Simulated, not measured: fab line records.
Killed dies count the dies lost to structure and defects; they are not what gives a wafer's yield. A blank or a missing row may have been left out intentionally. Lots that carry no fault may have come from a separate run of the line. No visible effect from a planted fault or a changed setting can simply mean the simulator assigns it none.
The tool behind it: which one? | flow sky130 | 11 lots, 33 wafers sampled, at 6 steps of a route of 708

## WHAT THE GAUGES SHOWED, per wafer
Not one reading of a measure or inspect step in the record can be checked against a usual standard deviation.

## EACH LOT AND THE TOOL THAT RAN IT (in order: tool; ch and the chambers of the sampled wafers; start)
lot  | SKY_CONTACT_SPUTTER_23      | SKY_CONTACT_CVD_24           | SKY_METAL1_SPUTTER_02       | SKY_METAL1_METAL_ETCH_19         | SKY_METAL1_STRIP_20                 | SKY_PAD_OPEN_PROBE_99
L832 | pvdSputter-02, day 32 08:37 | cvdW-02 ch 0,1, day 32 08:43 | pvdSputter-04, day 32 09:19 | rieMetal-03 ch 0,1, day 33 12:40 | plasmaAsher-01 ch 0,1, day 33 12:46 | prober-01, day 46 11:01
L835 | pvdSputter-02, day 32 22:18 | cvdW-02 ch 0,1, day 32 22:28 | pvdSputter-04, day 32 23:04 | rieMetal-03 ch 0,1, day 34 01:44 | plasmaAsher-02 ch 0,1, day 34 01:50 | prober-02, day 46 19:02
L839 | pvdSputter-01, day 33 22:32 | cvdW-02 ch 0,1, day 33 22:35 | pvdSputter-03, day 33 23:14 | rieMetal-03 ch 0, day 35 02:34   | plasmaAsher-02 ch 0,1, day 35 02:39 | prober-02, day 47 14:32
L844 | pvdSputter-03, day 35 11:26 | cvdW-01 ch 0,1, day 35 11:29 | pvdSputter-02, day 35 12:08 | rieMetal-04 ch 0,1, day 36 14:46 | plasmaAsher-03 ch 1, day 36 14:51   | prober-01, day 48 18:16
L845 | pvdSputter-02, day 35 18:26 | cvdW-01 ch 0,1, day 35 18:32 | pvdSputter-04, day 35 19:08 | rieMetal-01 ch 0,1, day 36 21:29 | plasmaAsher-03 ch 0,1, day 36 21:35 | prober-02, day 48 22:32
L848 | pvdSputter-01, day 36 18:22 | cvdW-02 ch 0,1, day 36 18:26 | pvdSputter-03, day 36 19:04 | rieMetal-04 ch 0, day 37 21:18   | plasmaAsher-01 ch 0,1, day 37 21:23 | prober-01, day 49 15:08
L850 | pvdSputter-01, day 37 11:31 | cvdW-01 ch 0,1, day 37 11:34 | pvdSputter-04, day 37 12:13 | rieMetal-01 ch 0,1, day 38 13:45 | plasmaAsher-01 ch 0,1, day 38 13:50 | prober-01, day 50 00:56
L851 | pvdSputter-02, day 37 12:29 | cvdW-02 ch 1, day 37 12:33   | pvdSputter-04, day 37 13:11 | rieMetal-04 ch 0,1, day 38 14:06 | plasmaAsher-03 ch 0,1, day 38 14:11 | prober-02, day 50 03:04
L852 | pvdSputter-02, day 37 23:08 | cvdW-01 ch 0,1, day 37 23:12 | pvdSputter-02, day 37 23:50 | rieMetal-04 ch 0,1, day 39 01:03 | plasmaAsher-02 ch 0,1, day 39 01:08 | prober-01, day 50 10:08
L854 | pvdSputter-03, day 38 09:16 | cvdW-01 ch 0,1, day 38 09:22 | pvdSputter-02, day 38 09:58 | rieMetal-01 ch 0,1, day 39 11:41 | plasmaAsher-02 ch 0,1, day 39 11:46 | prober-01, day 50 14:46
L855 | pvdSputter-03, day 38 14:30 | cvdW-01 ch 0,1, day 38 14:34 | pvdSputter-04, day 38 15:13 | rieMetal-01 ch 0, day 39 17:12   | plasmaAsher-02 ch 0,1, day 39 17:17 | prober-02, day 50 19:00
- SKY_CONTACT_SPUTTER_23: material TiN, target thk 20 nm, time 80 s.
- SKY_CONTACT_CVD_24: deposits W, target thk 340 nm, time 102.12 s.
- SKY_METAL1_SPUTTER_02: material AlCu, target thk 250 nm, time 13.3 s.
- SKY_METAL1_METAL_ETCH_19: etches the open film in Cl2/BCl3, stops on SiO2, target depth 360 nm, time 78 s.
- SKY_METAL1_STRIP_20: strips in O2/N2.
- SKY_PAD_OPEN_PROBE_99

## WHAT THE TOOLS THEMSELVES READ (means of the sampled wafers that have a number; where no wafer has one, the mark that the record gives instead)
SKY_CONTACT_SPUTTER_23. Usual: 30.2 % for throttleValvePct, sd 1.3.
lot  | tool          | throttleValvePct (%) | flag
L832 | pvdSputter-02 | 31.2                 | 
L835 | pvdSputter-02 | 29.5                 | 
L839 | pvdSputter-01 | 30.2                 | 
L844 | pvdSputter-03 | 30.7                 | 
L845 | pvdSputter-02 | 30.3                 | 
L848 | pvdSputter-01 | 30.5                 | 
L850 | pvdSputter-01 | 30.2                 | 
L851 | pvdSputter-02 | 30.8                 | 
L852 | pvdSputter-02 | 30.7                 | 
L854 | pvdSputter-03 | 31.1                 | 
L855 | pvdSputter-03 | 30.8                 | 

SKY_CONTACT_CVD_24. Usual: 946 W for heaterPowerW, sd 41.
lot  | tool    | heaterPowerW (W) | flag
L832 | cvdW-02 | 977              | 
L835 | cvdW-02 | 944              | 
L839 | cvdW-02 | 944              | 
L844 | cvdW-01 | 909              | 
L845 | cvdW-01 | 911              | 
L848 | cvdW-02 | 991              | 
L850 | cvdW-01 | 933              | 
L851 | cvdW-02 | 990              | 
L852 | cvdW-01 | 956              | 
L854 | cvdW-01 | 929              | 
L855 | cvdW-01 | 923              | 

SKY_METAL1_SPUTTER_02. Usual: 30.1 % for throttleValvePct, sd 1.1.
lot  | tool          | throttleValvePct (%) | flag
L832 | pvdSputter-04 | 30.3                 | 
L835 | pvdSputter-04 | 29.4                 | 
L839 | pvdSputter-03 | 31.1                 | 
L844 | pvdSputter-02 | 30.7                 | 
L845 | pvdSputter-04 | 30.5                 | 
L848 | pvdSputter-03 | 29.6                 | 
L850 | pvdSputter-04 | 30.2                 | 
L851 | pvdSputter-04 | 30.0                 | 
L852 | pvdSputter-02 | 30.2                 | 
L854 | pvdSputter-02 | 31.1                 | 
L855 | pvdSputter-04 | 30.3                 | 

SKY_METAL1_METAL_ETCH_19. Usual: drypumpMotorCurrentA 5.5 A, standard deviation 0.56; oesProductAu 0.855 a.u., standard deviation 0.0058; rfFwdPowerW 893.5 W, standard deviation 2.6; throttleValvePct 22.263 %, standard deviation 0.0095.
lot  | tool        | drypumpMotorCurrentA (A) | oesProductAu (a.u.) | rfFwdPowerW (W) | throttleValvePct (%) | flag
L832 | rieMetal-03 | 6.2                      | 0.853               | 892.3           | 22.270               | 
L835 | rieMetal-03 | 6.0                      | 0.856               | 894.7           | 22.258               | 
L839 | rieMetal-03 | 5.6                      | 0.854               | 749.9           | 22.255               | OFF
L844 | rieMetal-04 | 4.8                      | 0.856               | 891.8           | 22.267               | 
L845 | rieMetal-01 | 5.4                      | 0.857               | 895.1           | 22.265               | 
L848 | rieMetal-04 | 4.7                      | 0.856               | 897.1           | 22.266               | 
L850 | rieMetal-01 | 5.2                      | 0.857               | 891.8           | 22.263               | 
L851 | rieMetal-04 | 5.0                      | 0.855               | 896.4           | 22.265               | 
L852 | rieMetal-04 | 5.0                      | 0.862               | 892.9           | 22.267               | 
L854 | rieMetal-01 | 5.4                      | 0.859               | 892.8           | 22.271               | 
L855 | rieMetal-01 | 5.0                      | 0.851               | 891.8           | 22.268               | 

SKY_METAL1_STRIP_20. Usual: drypumpMotorCurrentA 5.8 A, standard deviation 0.56; oesProductAu 0.342 a.u., standard deviation 0.0051; stripTimeToEndpointS 2.69 s, standard deviation 0.072.
lot  | tool           | drypumpMotorCurrentA (A) | oesProductAu (a.u.) | stripTimeToEndpointS (s) | flag
L832 | plasmaAsher-01 | 6.3                      | 0.345               | 2.76                     | 
L835 | plasmaAsher-02 | 5.3                      | 0.344               | 2.70                     | 
L839 | plasmaAsher-02 | 5.3                      | 0.357               | 3.03                     | OFF
L844 | plasmaAsher-03 | 5.9                      | 0.340               | 2.70                     | 
L845 | plasmaAsher-03 | 6.2                      | 0.338               | 2.61                     | 
L848 | plasmaAsher-01 | 6.0                      | 0.345               | 2.66                     | 
L850 | plasmaAsher-01 | 6.4                      | 0.341               | 2.63                     | 
L851 | plasmaAsher-03 | 6.1                      | 0.339               | 2.69                     | 
L852 | plasmaAsher-02 | 5.3                      | 0.343               | 2.71                     | 
L854 | plasmaAsher-02 | 5.7                      | 0.338               | 2.57                     | 
L855 | plasmaAsher-02 | 5.7                      | 0.338               | 2.64                     | 

SKY_PAD_OPEN_PROBE_99. Usual: defectLimitedYield 82.4 %, standard deviation 2; killed_at_M0_to_M3 42, standard deviation 6.8; killed_at_M4_up 3.4, standard deviation 1.8; killedAtContacts 25, standard deviation 5.7; killedAtFrontEnd 16, standard deviation 4.8; killedAtOther 0.2, standard deviation 0.39; killedDies 87, standard deviation 9.6; killedOnRim 17, standard deviation 3.9; killedOpen 47, standard deviation 6.9; killedShort 40, standard deviation 6.3; sort_bin_3_pad_short 0.9 %, standard deviation 0.45; sort_bin_5_function 10.4 %, standard deviation 1.5; sort_bin_6_memory 6.3 %, standard deviation 1.1; sortNPass 405, standard deviation 9.6; sortYieldPct 82.4 %, standard deviation 2.
lot  | tool      | defectLimitedYield (%) | killed_at_M0_to_M3 | killed_at_M4_up | killedAtContacts | killedAtFrontEnd | killedAtOther | killedDies | killedOnRim | killedOpen | killedShort | sort_bin_3_pad_short (%) | sort_bin_5_function (%) | sort_bin_6_memory (%) | sortNPass | sortYieldPct (%) | flag
L832 | prober-01 | 81.0                   | 47                 | 4.3             | 29               | 13               | 0.3           | 93         | 18          | 52         | 42          | 0.9                      | 11.7                    | 6.4                   | 399       | 81.0             | 
L835 | prober-02 | 82.4                   | 44                 | 3.0             | 22               | 17               | 0.0           | 86         | 21          | 48         | 38          | 1.0                      | 10.5                    | 6.0                   | 406       | 82.4             | 
L839 | prober-02 | 83.3                   | 37                 | 3.0             | 25               | 18               | 0.0           | 82         | 17          | 47         | 35          | 0.7                      | 9.8                     | 6.2                   | 410       | 83.3             | 
L844 | prober-01 | 82.3                   | 45                 | 3.3             | 26               | 13               | 0.0           | 87         | 19          | 50         | 37          | 0.8                      | 10.7                    | 6.2                   | 405       | 82.3             | 
L845 | prober-02 | 83.0                   | 38                 | 3.0             | 25               | 17               | 0.7           | 84         | 14          | 47         | 37          | 0.9                      | 10.1                    | 6.0                   | 408       | 83.0             | 
L848 | prober-01 | 81.8                   | 44                 | 4.7             | 26               | 14               | 0.0           | 89         | 14          | 51         | 39          | 1.1                      | 10.8                    | 6.3                   | 403       | 81.8             | 
L850 | prober-01 | 84.6                   | 35                 | 1.7             | 22               | 17               | 0.3           | 76         | 15          | 42         | 34          | 0.5                      | 8.4                     | 6.5                   | 416       | 84.6             | 
L851 | prober-02 | 82.4                   | 43                 | 3.7             | 29               | 10               | 0.3           | 87         | 14          | 45         | 41          | 0.7                      | 11.0                    | 6.0                   | 405       | 82.4             | 
L852 | prober-01 | 81.4                   | 42                 | 3.0             | 30               | 16               | 0.3           | 92         | 18          | 49         | 42          | 1.2                      | 10.4                    | 7.0                   | 400       | 81.4             | 
L854 | prober-01 | 82.7                   | 53                 | 2.3             | 20               | 10               | 0.0           | 85         | 17          | 45         | 41          | 0.8                      | 10.4                    | 6.1                   | 407       | 82.7             | 
L855 | prober-02 | 83.5                   | 38                 | 4.7             | 23               | 15               | 0.7           | 81         | 14          | 43         | 38          | 0.5                      | 10.4                    | 5.6                   | 411       | 83.5             | 

## THE ANSWER, worked out from the rows above alone
Rule: a lot counts as off when the mean over its wafers that have a number is more than 3 standard deviations away from the usual mean. A lot without any number at a reading at which 4 lots or more have one is off too. All remaining lots with rows at the step are treated as sound. First the gauges in route order, then the tools' own readings, where a lot's mean is used as printed above. At the first step where some lot is off, the reading lying furthest off is the one used; lots without a number count as furthest.
Off: L839 (SKY_METAL1_METAL_ETCH_19, rfFwdPowerW).
If a tool, at that step or one of the process steps before it, ran each lot that is off and ran no sound lot following the first of them, it fits. One fits: SKY_METAL1_METAL_ETCH_19 on rieMetal-03. Its last sound lot is L835 (day 34 01:44), its first lot that is off L839 (day 35 02:34): a fault that began between those two fits.
The tool's own readings at SKY_METAL1_METAL_ETCH_19 bear it out: on the lots that are off they differ by more than 5 times the standard deviation of the sound lots' means. rfFwdPowerW reads 749.9 W there against 893.7 W on the sound lots.

## WHAT THE SIMULATOR PUT IN
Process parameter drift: rieMetal-03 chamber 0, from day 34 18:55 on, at SKY_METAL1_METAL_ETCH_19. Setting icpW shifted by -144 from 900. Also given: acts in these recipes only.
Shown lots that were struck: L839. The same result came from the rule above.
